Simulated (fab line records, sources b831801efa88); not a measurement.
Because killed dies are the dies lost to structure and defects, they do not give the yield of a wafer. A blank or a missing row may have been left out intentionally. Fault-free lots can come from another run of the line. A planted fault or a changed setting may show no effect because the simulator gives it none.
What tool caused it? | flow sky130 | 18 wafers from 6 lots sampled at 2 of the route's 708 steps

== WHAT THE GAUGES SHOWED, per wafer ==
SKY_LDD_HVN_TW_MEAS_10.
lot  | measured     | on            | LDD_HVN_TW
L560 | day 20 19:29 | film_metro-01 | 1439 1437 1440
L563 | day 22 00:48 | film_metro-01 | 1430 1440 1435
L566 | day 23 08:58 | film_metro-04 | 1446 1449 1451
L569 | day 24 12:00 | film_metro-03 | 1440 1440 1435
L571 | day 25 02:47 | film_metro-04 | 1453 1458 1453
L577 | day 27 03:59 | film_metro-03 | 1513 1504 1508 1514 1502 1506

== EACH LOT AND THE TOOL THAT RAN IT (in order: tool; ch and the chambers of the sampled wafers; start) ==
lot  | SKY_LDD_HVN_IMPLANT_08
L560 | implanter-02 ch 0, day 20 19:14
L563 | implanter-03 ch 0, day 22 00:35
L566 | implanter-02 ch 0, day 23 08:44
L569 | implanter-02 ch 0, day 24 11:46
L571 | implanter-03 ch 0, day 25 02:32
L577 | implanter-03 ch 0, day 27 03:44
- SKY_LDD_HVN_IMPLANT_08

== THE ANSWER, worked out from the rows above alone ==
Rule: the usual values come from the lots themselves. The widest of any qualifying gaps counts: lots, ordered by their means at a reading, are off when they make up no more than a third of the lots, leave a main group of 4 or more, and stand apart from it by 3 or more times the standard deviation of that group's means. The tables above print the reading to a certain number of digits; a main group whose means all agree to those digits is not used. A lot without any number at a reading at which 4 lots or more have one is off too. All remaining lots with rows at the step are treated as sound.
Off: L577, at SKY_LDD_HVN_TW_MEAS_10 (LDD_HVN_TW). Mean 1443 and standard deviation 7.4 in the main group.
A tool fits if, at a process step before that reading, it ran every lot that is off, and no sound lot after the first of them. The gauges at SKY_LDD_HVN_TW_MEAS_10 are tried like those tools. 2 tools fit, implanter-03 at SKY_LDD_HVN_IMPLANT_08 and film_metro-03 at SKY_LDD_HVN_TW_MEAS_10, so this cannot tell which one it is.

== WHAT THE SIMULATOR PUT IN ==
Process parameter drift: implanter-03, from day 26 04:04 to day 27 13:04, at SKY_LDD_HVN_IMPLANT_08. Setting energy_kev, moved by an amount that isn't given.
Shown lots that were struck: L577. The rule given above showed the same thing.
